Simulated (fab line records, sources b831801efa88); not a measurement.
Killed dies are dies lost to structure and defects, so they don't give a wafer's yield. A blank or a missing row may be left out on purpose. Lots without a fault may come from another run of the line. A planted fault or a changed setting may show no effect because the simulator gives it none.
fab line records | flow sky130 | part 2 of 2: steps 28 to 38 of 38
record lots=5 wafers=15 last_day=49
route steps=708 shown FIELD_ISO@17 NWELL@32 DNWELL@35 PWDE@45
lots that met no fault: from a run of the same line without faults
start_h: hours from the record's first day to the start of the lot's first wafer shown | wait_h: hours since the lot's step before | " the same as in the row above | L1.1+2: a row that stands for several wafers | - no value, or no start given | * or withheld: withheld | < > ~ a bound
route shown NAME@n: a module of which the file shows steps, and the number in the route of the first | usual: mean/standard deviation of fault-free wafers | same: alike in all rows | chamber/n: place in a boat | sites: the reading at each site | _std_site: their standard deviation | _edge_site: outer sites' mean less inner sites' | radius_mm: how far each site lies from the wafer's centre | mask NAME#n: copy n | behind: the tool/chamber that last shaped the wafer | hold: why the lot was held/for how many hours/how that ended | device: the transistor (n, p or np) that didn't switch | end of line: the same wafers' tests at the end of the route | a step without rows: its recipe alone | killed: dies lost to structure and defects at the first sort, not the wafer's yield | map: a wafer's dies, x killed, . not, _ none there
set.NAME: the setting as run; set.NAME@STEP: as run at that earlier step | model.NAME: the simulator's own value behind a step, which no gauge read
lots at some steps of the route; a table a step, a row a wafer
services: from which hour (start_h, from the record's first day; less than 0 if before it) a tool's chamber was out of use, for how many hours, and why
## steps
# step SKY_DNWELL_TW_MEAS_09
# usual DNWELL_TW=1116/8.1
# columns lot.wafer tool chamber start_h wait_h DNWELL_TW
L077.1 film_metro-02 - 68.22 0.1 1123
L077.3 " - " " 1125
L077.4 " - " " 1121
L079.3 film_metro-04 - 81.38 0.1 1130
L079.5 " - " " 1125
L079.6 " - " " 1128
L082.1 film_metro-01 - 95.91 0.1 1099
L082.2 " - " " 1109
L082.6 " - " " 1103
L081.1 film_metro-02 - 96.17 0.1 1117
L081.2 " - " " 1123
L081.3 " - " " 1122
L094.1 film_metro-01 - 162.91 0.1 1121
L094.2 " - " " 1120
L094.6 " - " " 1120
# step SKY_PWDE_DEHYDRATE_00
# recipe temp_c=200 time_s=60
# usual plate_temp_C=200.02/0.16
# columns lot.wafer tool chamber start_h wait_h plate_temp_C
L077.1 litho_track-01 0 75.32 7.1 200.10
L077.3 " 0 " " 200.21
L077.4 " 0 " " 200.28
L079.3 litho_track-01 0 89.47 8.1 200.04
L079.5 " 0 " " 200.06
L079.6 " 0 " " 199.92
L082.1 litho_track-02 0 104.52 8.6 200.18
L082.2 " 0 " " 200.00
L082.6 " 0 " " 200.23
L081.1 litho_track-04 0 104.66 8.5 200.04
L081.2 " 0 " " 199.99
L081.3 " 0 " " 199.85
L094.1 litho_track-02 0 172.27 9.3 199.94
L094.2 " 0 " " 199.81
L094.6 " 0 " " 199.85
# step SKY_PWDE_HMDS_01
# recipe prime_time_s=60 prime_temp_c=120
# columns lot.wafer tool chamber start_h wait_h
L077.1+3+4 litho_track-01 0 75.47 0.1
L079.3+5+6 litho_track-01 0 89.62 0.1
L082.1+2+6 litho_track-02 0 104.67 0.1
L081.1+2+3 litho_track-04 0 104.81 0.1
L094.1+2+6 litho_track-02 0 172.42 0.1
# step SKY_PWDE_COAT_02
# recipe spin_rpm=2000 resist_thk_nm=3000
# usual dispense_pressure_kPa=45/5.2
# columns lot.wafer tool chamber start_h wait_h dispense_pressure_kPa
L077.1 litho_track-01 0 75.62 0.1 43
L077.3 " 0 " " 43
L077.4 " 0 " " 43
L079.3 litho_track-01 0 89.77 0.1 43
L079.5 " 0 " " 43
L079.6 " 0 " " 43
L082.1 litho_track-02 0 104.82 0.1 52
L082.2 " 0 " " 52
L082.6 " 0 " " 52
L081.1 litho_track-04 0 104.96 0.1 40
L081.2 " 0 " " 40
L081.3 " 0 " " 40
L094.1 litho_track-02 0 172.57 0.1 52
L094.2 " 0 " " 52
L094.6 " 0 " " 52
# step SKY_PWDE_SOFTBAKE_03
# recipe temp_c=110 time_s=withheld
# usual plate_temp_C=110.01/0.13
# columns lot.wafer tool chamber start_h wait_h plate_temp_C
L077.1 litho_track-01 0 75.77 0.1 109.76
L077.3 " 0 " " 109.92
L077.4 " 0 " " 109.86
L079.3 litho_track-01 0 89.93 0.1 110.03
L079.5 " 0 " " 110.01
L079.6 " 0 " " 110.03
L082.1 litho_track-02 0 104.97 0.1 110.06
L082.2 " 0 " " 110.24
L082.6 " 0 " " 110.10
L081.1 litho_track-04 0 105.11 0.1 110.06
L081.2 " 0 " " 110.05
L081.3 " 0 " " 109.94
L094.1 litho_track-02 0 172.72 0.1 110.10
L094.2 " 0 " " 110.16
L094.6 " 0 " " 109.99
# step SKY_PWDE_EXPOSE_04
# recipe mask_id=PWDEM na=0.6 source_shape=conventional sigma_outer=0.6 polarization=unpolarized target_cd_nm=840 dose_mj=214
# usual reticle_temp_C=23.00/0.093
# columns lot.wafer tool chamber start_h wait_h mask reticle_temp_C
L077.1 iline_stepper-02 0 - - PWDEM#0 23.08
L077.3 " 0 " " PWDEM#0 22.96
L077.4 " 0 " " PWDEM#0 23.04
L079.3 iline_stepper-02 0 - - PWDEM#0 22.96
L079.5 " 0 " " PWDEM#0 23.05
L079.6 " 0 " " PWDEM#0 23.05
L082.1 iline_stepper-01 0 - - PWDEM#0 22.90
L082.2 " 0 " " PWDEM#0 22.79
L082.6 " 0 " " PWDEM#0 22.95
L081.1 iline_stepper-02 0 - - PWDEM#0 23.00
L081.2 " 0 " " PWDEM#0 23.05
L081.3 " 0 " " PWDEM#0 23.00
L094.1 iline_stepper-02 0 - - PWDEM#0 23.09
L094.2 " 0 " " PWDEM#0 22.91
L094.6 " 0 " " PWDEM#0 23.01
# step SKY_PWDE_PEB_05
# recipe temp_c=115 time_s=withheld
# usual plate_temp_C=115.00/0.13
# columns lot.wafer tool chamber start_h wait_h plate_temp_C
L077.1 litho_track-04 0 - - 114.95
L077.3 " 0 " " 115.00
L077.4 " 0 " " 114.88
L079.3 litho_track-02 0 - - 115.21
L079.5 " 0 " " 115.07
L079.6 " 0 " " 115.14
L082.1 litho_track-04 0 - - 114.68
L082.2 " 0 " " 115.07
L082.6 " 0 " " 115.02
L081.1 litho_track-02 0 - - 115.05
L081.2 " 0 " " 114.89
L081.3 " 0 " " 114.93
L094.1 litho_track-02 0 - - 115.09
L094.2 " 0 " " 115.13
L094.6 " 0 " " 115.06
# step SKY_PWDE_DEVELOP_06
# recipe wall_angle_deg=90 developer=TMAH develop_time_s=60 dev_temp_c=23
# columns lot.wafer tool chamber start_h wait_h
L077.1+3+4 litho_track-04 0 - -
L079.3+5+6 litho_track-02 0 - -
L082.1+2+6 litho_track-04 0 - -
L081.1+2+3 litho_track-02 0 - -
L094.1+2+6 litho_track-02 0 - -
# step SKY_PWDE_OVL_MEAS_07
# usual PWDE_OVL=0.5/1.3
# columns lot.wafer tool chamber start_h wait_h PWDE_OVL[nm]
L077.1 overlay-02 - 83.86 - 0.2
L077.3 " - " " -0.1
L077.4 " - " " -0.3
L079.3 overlay-01 - 99.03 - 1.2
L079.5 " - " " 1.3
L079.6 " - " " 0.2
L082.1 overlay-02 - 113.86 - -1.6
L082.2 " - " " -3.8
L082.6 " - " " -1.3
L081.1 overlay-02 - 113.92 - 0.0
L081.2 " - " " -0.4
L081.3 " - " " 1.0
L094.1 overlay-01 - 182.52 - 2.7
L094.2 " - " " 1.7
L094.6 " - " " 1.1
# step SKY_PWDE_IMPLANT_08
# recipe species=B energy_kev=150 dose_cm2=3.6e+12 tilt_deg=withheld
# usual end_station_pressure_torr=5e-06/3.1e-07
# columns lot.wafer tool chamber start_h wait_h end_station_pressure_torr
L077.1 implanter-04 0 83.90 0.0 4.8e-06
L077.3 " 0 " " 5.1e-06
L077.4 " 0 " " 5.8e-06
L079.3 implanter-04 0 99.11 0.1 4.7e-06
L079.5 " 0 " " 4.7e-06
L079.6 " 0 " " 5.1e-06
L082.1 implanter-02 0 113.89 0.0 4.7e-06
L082.2 " 0 " " 5.4e-06
L082.6 " 0 " " 5e-06
L081.1 implanter-04 0 113.96 0.0 4.6e-06
L081.2 " 0 " " 4.7e-06
L081.3 " 0 " " 4.6e-06
L094.1 implanter-01 0 182.56 0.0 4.8e-06
L094.2 " 0 " " 5e-06
L094.6 " 0 " " 4.7e-06
# step SKY_PWDE_STRIP_09
# recipe chemistry=O2/N2 power_w=1400 pressure_mtorr=1500 platen_temp_c=withheld o2_flow_sccm=3000 n2_flow_sccm=300 overash_fraction=0.5
# usual drypump_motor_current_A=6.1/0.71 oes_product_au=0.723/0.0047 strip_time_to_endpoint_s=36.95/0.085
# columns lot.wafer tool chamber start_h wait_h drypump_motor_current_A oes_product_au rf_hours_counter_h strip_time_to_endpoint_s
L077.1 plasma_asher-04 0 84.05 0.1 6.6 0.722 26 36.91
L077.3 " 1 " " 6.6 0.722 - 36.94
L077.4 " 0 " " 6.6 0.735 - 36.83
L079.3 plasma_asher-03 1 99.24 0.1 5.9 0.731 - 36.96
L079.5 " 0 " " 4.9 0.721 - 36.94
L079.6 " 1 " " 6.0 0.732 - 36.95
L082.1 plasma_asher-04 0 114.04 0.1 6.6 0.722 30 36.73
L082.2 " 1 " " 6.7 0.729 30 36.78
L082.6 " 1 " " 6.7 0.725 - 36.80
L081.1 plasma_asher-04 1 114.14 0.2 6.6 0.727 30 36.79
L081.2 " 0 " " 6.6 0.714 30 36.87
L081.3 " 0 " " 6.6 0.728 - 36.95
L094.1 plasma_asher-04 0 182.71 0.1 6.6 0.719 36 36.95
L094.2 " 1 " " 6.7 0.717 36 36.98
L094.6 " 1 " " 6.7 0.728 - 36.95
## services
# columns tool chamber start_h hours kind
implanter-02 - 22.94 0.7 repair
cmp-01 - 24.54 0.3 repair
plasma_asher-03 - 41.48 0.3 repair
cmp-01 - 44.59 2.2 repair
implanter-02 - 52.13 3.1 repair
implanter-02 - 53.57 9.4 repair
cmp-01 - 64.00 4.0 pm
implanter-04 - 73.77 4.0 pm
wet_bench-01 - 97.19 3.7 repair
cmp-01 - 100.82 26.4 pm
furnace-01 - 101.06 3.3 pm
furnace-02 - 104.35 3.9 pm
plasma_asher-03 - 105.39 0.7 repair
plasma_asher-03 - 111.68 6.3 repair
plasma_asher-03 - 118.01 2.8 pm
cmp-01 - 136.14 1.6 repair
plasma_asher-03 - 139.97 1.3 repair
iline_stepper-02 - 140.75 0.7 repair
cmp-01 - 142.71 1.5 repair
cmp-01 - 152.12 0.4 repair
plasma_asher-04 - 154.96 2.6 repair
iline_stepper-02 - 159.12 1.7 pm
iline_stepper-01 - 162.47 1.5 repair
iline_stepper-01 - 164.57 2.1 pm
